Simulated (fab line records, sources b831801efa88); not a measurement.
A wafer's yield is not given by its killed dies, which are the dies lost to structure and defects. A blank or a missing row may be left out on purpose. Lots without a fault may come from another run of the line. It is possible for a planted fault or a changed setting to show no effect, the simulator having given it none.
A struck lot beside a sound one || flow sky130 || 17 steps out of a route of 708
Sound: the wafers L838.2, L838.3, L838.6. Wafers L842.1, L842.2, L842.4 were the ones struck. The cause is given at the end.
Order at every step that has rows: each side's tool, ch and its chambers, its first start. Under that, the readings that differ: sound wafers || struck wafers || difference of the means || sigmas: that difference in standard deviations of wafers without a fault.
alike: words and numbers the same on both sides, and readings whose means are apart by under 2 such deviations; not compared: readings that were withheld, readings missing a value for some wafer, numbers with overlapping values and no deviation given by the record, and bounds like >300 which may hide the same value.
A row with sigmas, a row that says differs or no value, or rows on one side alone: a step with any of these is where the two part. Numbers that don't overlap but have no deviation are shown without sigmas and don't part them. Lack of a reading on every wafer of one side parts them only where that side has two or more wafers.

first, 5 steps without rows for these wafers: SKY_SD_N_COAT_02 (resist thk 1140 nm); SKY_SD_N_SOFTBAKE_03 (time 60 s); SKY_SD_N_EXPOSE_04 (exposes mask NSDM, target cd 380 nm); SKY_SD_N_PEB_05; SKY_SD_N_DEVELOP_06 (develop time 60 s).
SKY_SD_N_CD_MEAS_07: target cd 380 nm.
  sound on cdSem-01 at day 29 06:20; struck on cdSem-01 at day 30 15:39
  alike: cdNm
SKY_SD_N_OVL_MEAS_08:
  sound on overlay-01 at day 29 06:27; struck on overlay-01 at day 30 15:46
  alike: SD_N_OVL
then, 2 steps without rows for these wafers: SKY_SD_N_IMPLANT_09; SKY_SD_N_IMPLANT_10.
SKY_SD_N_STRIP_11: strips in O2/N2.
  sound on plasmaAsher-04 ch 0,1, day 29 06:47; struck on plasmaAsher-01 ch 0,1, day 30 16:06
  alike: drypumpMotorCurrentA, oesProductAu, stripTimeToEndpointS
  not compared: rfHoursCounterH
SKY_SD_N_TW_MEAS_12:
  sound on filmMetro-03 at day 29 06:53; struck on filmMetro-01 at day 30 16:12
  alike: SD_N_TW
then, 1 step without rows for these wafers: SKY_SD_N_CLEAN_13 (cleans in SC1/SC2, time 150 s).
SKY_SD_N_RTA_14: time 2 s.
  sound on rtpAnneal-01 ch 0, day 29 07:00; struck on rtpAnneal-01 ch 0, day 30 16:19
  alike: annealTempCMax, lampPowerPct, rampDownCPerS, wafer_temp_C_max
SKY_SD_N_RS_MEAS_16: a four-point-probe measurement.
  sound on filmMetro-04 at day 29 07:11; struck on filmMetro-01 at day 30 16:29
{"reading": "SD_N_RS (ohm/sq)", "sound": "68.62 68.51 68.64", "struck": "71.26 71.44 71.36", "difference": "+2.76", "sigmas": "+25"}
SKY_SD_N_RS_MEAS_17: a four-point-probe measurement.
  sound on filmMetro-04 at day 29 07:18; struck on filmMetro-01 at day 30 16:37
{"reading": "SD_P_RS (ohm/sq)", "sound": "147.5 147.6 147.4", "struck": "162.3 162.6 162.5", "difference": "+15.0", "sigmas": "+38"}
SKY_SD_N_RS_MEAS_18: a four-point-probe measurement.
  sound on filmMetro-04 at day 29 07:25; struck on filmMetro-01 at day 30 16:44
{"reading": "RES_XHIGH_RS (ohm/sq)", "sound": "332.8 333.1 331.7", "struck": "334.6 335.7 336.1", "difference": "+2.9", "sigmas": "+2"}
-- record jumps: 17 days separate the struck wafers' starts on either side; left off in module SD_N, taken up again in module PAD_OPEN, whose first shown step is the route's number 708 --
SKY_PAD_OPEN_PROBE_99:
  sound on prober-01 at day 46 22:32; struck on prober-01 at day 47 22:23
{"reading": "model.etest.resXhighPo.lineOhmUm", "sound": "6096 5733 5920", "struck": "6839 7012 7036", "difference": "+1046", "sigmas": ""}
{"reading": "model.etest.resXhighPo.rsOhmSqRimLessCentre", "sound": "-35.03 -16.72 -37.46", "struck": "555.7 574.5 598.6", "difference": "+606.0", "sigmas": ""}
{"reading": "model.etest.resXhighPo.rsOhmSqRange", "sound": "65.73 46.09 58.9", "struck": "605.3 635.5 620.4", "difference": "+563.5", "sigmas": ""}
{"reading": "model.etest.resXhighPo.rsOhmSq", "sound": "2150 2007 2075", "struck": "2431 2426 2436", "difference": "+354", "sigmas": ""}
{"reading": "model.etest.resPdiff.lineOhmUm", "sound": "1433 1422 1439", "struck": "1538 1547 1491", "difference": "+94", "sigmas": ""}
{"reading": "model.etest.tipP.rsOhmSq", "sound": "6851 6868 6853", "struck": "7015 6960 6984", "difference": "+129", "sigmas": ""}
  alike: killed_at_M0_to_M3, killed_at_M4_up, killedAtContacts, killedAtFrontEnd, killedAtOther, killedDies, killedOpen, killedShort
  not compared: model.etest.pfet_01v8.rOnOhmUm, model.etest.tipP.rsOhmSqRimLessCentre

## WHERE THEY PART
Earliest at SKY_SD_N_RS_MEAS_16; latest, in this record, at SKY_SD_N_RS_MEAS_18. Later steps at which nothing parts them and some readings are alike: SKY_PAD_OPEN_PROBE_99.

WHY: what the simulator had put in
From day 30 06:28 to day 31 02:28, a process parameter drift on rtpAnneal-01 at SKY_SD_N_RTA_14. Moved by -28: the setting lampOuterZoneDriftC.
